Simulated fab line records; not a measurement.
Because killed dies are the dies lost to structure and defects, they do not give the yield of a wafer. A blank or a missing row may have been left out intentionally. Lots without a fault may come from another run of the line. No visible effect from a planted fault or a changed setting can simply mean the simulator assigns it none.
8D (eight disciplines) problem report, filled in by code | flow sky130 | the parts of the form that need people (team, actions taken, sign-off) are left out

## 1. WHAT IS WRONG
Wafers without a fault read 56.59 W, standard deviation 0.044; heater-power-total-W at SKY_LDD_HVN_SOFTBAKE_03 reads a mean of 60.39 W on 2 wafers belonging to 2 lots. Relative to the usual mean, that is a shift of +86 standard deviations.
The step: time 60 s.
Earliest sighting: wafer L583.6 on litho-track-01 at day 26 11:01. The record has a number at this step for 42 wafers belonging to 14 lots. The rule behind "out" and "out of limits": a value lying over 4 standard deviations away from the usual mean. Any other wafer with a number is counted as sound.

## 2. WHAT IT IS, AND WHAT IT ISN'T
question                    | is                                 | is not
which readings at this step | heater-power-total-W, run-length-s | -
which lots                  | L583, L585                         | L566, L567, L568, L569, L570, L572, L573, L575, L576, L581, L588, L589
which wafers of those lots  | L583.6, L585.3                     | L583.2, L583.4, L585.2, L585.4
read on which tools         | litho-track-01                     | litho-track-02, litho-track-04
when                        | from day 26 11:01                  | up to then (32 sound wafers); but 8 sound wafers of L585, L588, L589 came after

## 3. SUSPECTS, AND WHAT RULES EACH OUT
Counting: if a tool at a process step up to the reading ran every lot that is out, it stays a suspect. Sound lots after the first of them don't rule it out here, since some wafers of a struck lot are sound.
- litho-track-01 at SKY_LDD_HVN_SOFTBAKE_03 (time 60 s): kept. Ran every lot that is out, first one L583 (day 26 11:01); last sound lot up to then L572 (day 22 11:57). On those wafers its own readings are out: heater-power-total-W, run-length-s.
After counting, what remains is litho-track-01 at SKY_LDD_HVN_SOFTBAKE_03.

## 4. THE CAUSE (what the simulator had put in)
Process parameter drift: litho-track-01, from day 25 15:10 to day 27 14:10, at SKY_LDD_HVN_SOFTBAKE_03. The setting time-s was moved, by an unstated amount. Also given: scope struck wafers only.
Only this tool survived the counting.

## 5. SEQUENCE OF EFFECTS, ordered by route
Rows list readings where the struck wafers' mean (over those with a number) sits beyond 3 standard deviations from the usual. Scope: only readings with a usual standard deviation given in the record; hours: median across lots of the time from each lot's start at the first step in this table that gives one to its start at this step; sigmas: change in usual standard deviations.
hours | step                    | reading              | usual   | on struck wafers | change | sigmas
0     | SKY_LDD_HVN_SOFTBAKE_03 | heater-power-total-W | 56.59 W | 60.39            | +3.80  | +86
0     | SKY_LDD_HVN_SOFTBAKE_03 | run-length-s         | 88.95 s | 78.43            | -10.52 | -50
Process steps it contains:
- SKY_LDD_HVN_SOFTBAKE_03: time 60 s.

## 6. WHAT WOULD HAVE CAUGHT IT SOONER
First out-of-limits reading in this record: day 26 11:01, which is 20 hours after fault onset at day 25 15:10.
